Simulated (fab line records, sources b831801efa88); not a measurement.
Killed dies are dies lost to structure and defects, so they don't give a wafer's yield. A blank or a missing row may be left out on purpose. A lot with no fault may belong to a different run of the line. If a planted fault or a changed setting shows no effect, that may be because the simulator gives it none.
A single fault, viewed from 2 desks :: flow gf180mcu :: each desk holds nothing but its own numbers, with what lay behind them at the end

THE METROLOGY DESK
Means of the sampled wafers that have a number, per lot and without regard to the tool the lot ran on: this is what the gauges read. Any lot whose mean is over 4 standard deviations away from the usual mean is out of limits and marked OUT; that distance is given in the brackets.
Columns: A = HV_LDD_4_TW at GF_HV_LDD_TW_MEAS_50, usual 570
lot: L124
first seen here: day 12 17:37
A: 573

lot: L130
first seen here: day 14 17:42
A: 542 (-7.2) OUT

lot: L131
first seen here: day 15 02:19
A: 550 (-5.1) OUT

lot: L134
first seen here: day 16 05:32
A: 552 (-4.6) OUT

lot: L135
first seen here: day 16 13:05
A: 566

lot: L138
first seen here: day 17 11:17
A: 569

lot: L140
first seen here: day 18 02:33
A: 572

lot: L141
first seen here: day 18 11:20
A: 566

lot: L142
first seen here: day 18 18:11
A: 571

lot: L143
first seen here: day 19 01:51
A: 571

lot: L144
first seen here: day 19 09:16
A: 571

lot: L146
first seen here: day 20 04:47
A: 571
This desk's finding: out of limits on L130, L131, L134; first on L130, day 14 17:42 (HV_LDD_4_TW at GF_HV_LDD_TW_MEAS_50). L124, L135, L138, L140, L141, L142, L143, L144, L146 stayed within limits.

TOOL OWNER'S DESK, implanter-01
GF_HV_LDD_IMPLANT_48, tool's own readings: per-lot mean of the sampled wafers with a number, covering each lot this tool ran. Any lot whose mean is over 4 standard deviations away from the usual mean is out of limits and marked OUT; that distance is given in the brackets.
Columns: A = beam on s at GF_HV_LDD_IMPLANT_48, usual 9.99 s; B = dose ions cm2 at GF_HV_LDD_IMPLANT_48, usual 3.0008e+13; C = faraday current uA at GF_HV_LDD_IMPLANT_48, usual 169; D = tilt deg at GF_HV_LDD_IMPLANT_48, usual 7.002 degrees
lot: L130
first seen here: day 14 17:29
A: 8.69 (-6.5) OUT
B: 2.9980e+13
C: 198 (+8.5) OUT
D: 6.996

lot: L131
first seen here: day 15 02:07
A: 8.73 (-6.3) OUT
B: 3.0000e+13
C: 198 (+8.7) OUT
D: 7.014

lot: L134
first seen here: day 16 05:17
A: 9.18 (-4.0) OUT
B: 3.0011e+13
C: 188 (+5.5) OUT
D: 6.964

lot: L143
first seen here: day 19 01:38
A: 10.01
B: 2.9998e+13
C: 169
D: 7.009

lot: L146
first seen here: day 20 04:32
A: 9.77
B: 2.9981e+13
C: 173
D: 7.007
This desk's verdict: out of limits on L130, L131, L134, starting with L130 at day 14 17:29 (beam on s at GF_HV_LDD_IMPLANT_48). L143, L146 stayed within limits.

BROUGHT TOGETHER
The tool owner's desk had the chance to raise an alarm at day 14 17:29 on L130, L131, L134.
An alarm was possible from the metrology desk at day 14 17:42, on L130, L131, L134.
Every lot named ran GF_HV_LDD_IMPLANT_48 on implanter-01.

WHAT THE SIMULATOR HAD PUT IN
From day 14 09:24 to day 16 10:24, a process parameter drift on implanter-01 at GF_HV_LDD_IMPLANT_48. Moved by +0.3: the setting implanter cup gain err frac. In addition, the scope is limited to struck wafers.
Shown lots that were struck: L130, L131, L134.
Delay (hours) between the fault's onset and each desk's first out-of-limits reading: 8 at the tool owner's desk, 8 at the metrology desk.
